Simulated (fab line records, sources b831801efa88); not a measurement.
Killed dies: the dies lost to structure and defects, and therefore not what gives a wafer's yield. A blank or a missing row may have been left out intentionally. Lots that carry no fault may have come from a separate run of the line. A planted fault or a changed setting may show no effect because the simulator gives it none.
Struck lot and sound lot, side by side | flow gf180mcu | 44 steps out of a route of 602
Sound: wafers L881.1, L881.2, L881.6. Struck: wafer L891.1 (left out: L891.2, L891.3 of the same lot, which were not struck); the cause appears at the end.
Order at every step that has rows: each side's tool, ch and its chambers, its first start. Under that, the readings that differ: sound wafers | struck wafers | difference of the means | sigmas: that difference in standard deviations of wafers without a fault.
alike: words and numbers the same on both sides, and readings whose means are apart by under 2 such deviations; not compared: readings that were withheld, readings missing a value for some wafer, numbers with overlapping values and no deviation given by the record, and bounds like >300 which may hide the same value.
The two part at a step that has a row with sigmas, a row that says differs or no value, or rows on one side only. When numbers do not overlap yet have no deviation, they are printed without sigmas and do not part them. A reading that every wafer of one side lacks parts them only if that side has two wafers or more.

first, 3 steps without rows for these wafers: GF_V2_STRIP_19 (strips in post etch residue remover, time 1200 s); GF_V2_CLEAN_20 (cleans in DIW); GF_V2_SPUTTER_21 (material Ti, target thk 15 nm, time 80.02 s).
GF_V2_SPUTTER_22: material TiN, target thk 10 nm, time 40 s.
  sound on pvd_sputter-02 at day 23 03:25; struck on pvd_sputter-02 at day 26 15:13
  alike: throttle_valve_pct
GF_V2_CVD_23: deposits W, target thk 350 nm, time 104.94 s.
  sound on cvd_w-01 ch 0,1, day 23 03:28; struck on cvd_w-02 ch 1, day 26 15:16
  alike: heater_power_w
GF_V2_RS_MEAS_24: measures by four-point-probe.
  sound on film_metro-04 at day 23 03:34; struck on film_metro-03 at day 26 15:22
  alike: V2_W_RS
GF_V2_THK_MEAS_25: measures by xrf.
  sound on film_metro-04 at day 23 03:41; struck on film_metro-03 at day 26 15:29
  alike: V2_W_THK
then, 3 steps without rows for these wafers: GF_V2_CMP_26 (polishes, stops on SiO2, t overpolish 15 s, target thk 0 nm); GF_M3_SPUTTER_00 (material Ti, target thk 37.5 nm, time 150 s); GF_M3_SPUTTER_01 (material TiN, target thk 30 nm, time 25 s).
GF_M3_SPUTTER_02: material AlCu, target thk 450 nm, time 23.9 s.
  sound on pvd_sputter-04 at day 23 04:11; struck on pvd_sputter-04 at day 26 15:59
  alike: throttle_valve_pct
then, 1 step without rows for these wafers: GF_M3_SPUTTER_03 (material Ti, target thk 10 nm, time 6.7 s).
GF_M3_SPUTTER_04: material TiN, target thk 50 nm, time 41.7 s.
  sound on pvd_sputter-04 at day 23 04:14; struck on pvd_sputter-04 at day 26 16:02
  reading                                | sound             | struck | difference | sigmas
  model.TiN_of_M3_SPUTTER_04.thk_nm (nm) | 49.44 50.84 50.08 | 51.53  | +1.41      |
  alike: throttle_valve_pct
GF_M3_RS_MEAS_05: measures by four-point-probe.
  sound on film_metro-02 at day 23 04:16; struck on film_metro-04 at day 26 16:05
  alike: M3_ALCU_RS
GF_M3_THK_MEAS_06: measures by xrf.
  sound on film_metro-02 at day 23 04:23; struck on film_metro-04 at day 26 16:12
  alike: M3_ALCU_THK
then, 7 steps without rows for these wafers: GF_M3_DEHYDRATE_07 (time 60 s); GF_M3_HMDS_08 (prime time 60 s); GF_M3_COAT_09 (resist thk 1000 nm); GF_M3_SOFTBAKE_10 (time 60 s); GF_M3_EXPOSE_11 (exposes mask Metal3, target cd 280 nm); GF_M3_PEB_12 (peb time 90 s); GF_M3_DEVELOP_13 (develop time 60 s).
GF_M3_CD_MEAS_14: target cd 280 nm.
  sound on cd_sem-02 at day 24 03:09; struck on cd_sem-01 at day 27 12:54
  alike: cd_nm
GF_M3_OVL_MEAS_15:
  sound on overlay-02 at day 24 03:16; struck on overlay-01 at day 27 13:01
  alike: M3_OVL
GF_M3_METAL_ETCH_16: etches the open film in Cl2/BCl3, stops on SiO2, target depth 750.8 nm, time 125.1 s.
  sound on rie_metal-03 ch 0,1, day 24 03:19; struck on rie_metal-02 ch 0, day 27 13:04
  alike: drypump_motor_current_A, oes_product_au, throttle_valve_pct
  not compared: rf_hours_counter_h
then, 4 steps without rows for these wafers: GF_M3_STRIP_17 (strips in O2/N2); GF_M3_STRIP_18 (strips in post etch residue remover, time 1200 s); GF_M3_CLEAN_19 (cleans in DIW); GF_V3_CVD_00 (deposits SiO2, target thk 600 nm, time 100 s).
GF_V3_THK_MEAS_01:
  sound on film_metro-03 at day 24 04:07; struck on film_metro-02 at day 27 13:48
  alike: V3_CVD_00_THK
GF_V3_CVD_02: deposits SiO2 from TEOS, target thk 850 nm, time 94.851 s.
  sound on pecvd-03 ch 1,2, day 24 04:10; struck on pecvd-03 ch 2, day 27 13:52
  alike: heater_power_w
GF_V3_THK_MEAS_03:
  sound on film_metro-01 at day 24 04:14; struck on film_metro-03 at day 27 13:56
  alike: V3_CVD_02_THK
then, 1 step without rows for these wafers: GF_V3_CMP_04 (polishes SiO2).
GF_V3_BOW_MEAS_05:
  sound on film_metro-02 at day 24 04:36; struck on film_metro-01 at day 27 14:41
  alike: V3_BOW
then, 8 steps without rows for these wafers: GF_V3_DEHYDRATE_06 (time 60 s); GF_V3_HMDS_07 (prime time 60 s); GF_V3_COAT_08; GF_V3_COAT_09 (resist thk 1000 nm); GF_V3_SOFTBAKE_10 (time 60 s); GF_V3_EXPOSE_11 (exposes mask Via3, target cd 260 nm); GF_V3_PEB_12 (peb time 90 s); GF_V3_DEVELOP_13 (develop time 60 s).
GF_V3_STRIP_19: strips in post etch residue remover, time 1200 s.
  sound on wet_bench-03 ch 0, day 25 03:05; struck on wet_bench-01 ch 3, day 28 10:29
  reading                                | sound          | struck | difference | sigmas
  model.TiN_of_M3_SPUTTER_04.thk_nm (nm) | 48.59 50 49.23 | 50.69  | +1.42      |
then, 1 step without rows for these wafers: GF_PASSIVATION_PROBE_99.

WHERE THEY PART
Nowhere in this record.

WHY: what the simulator had put in
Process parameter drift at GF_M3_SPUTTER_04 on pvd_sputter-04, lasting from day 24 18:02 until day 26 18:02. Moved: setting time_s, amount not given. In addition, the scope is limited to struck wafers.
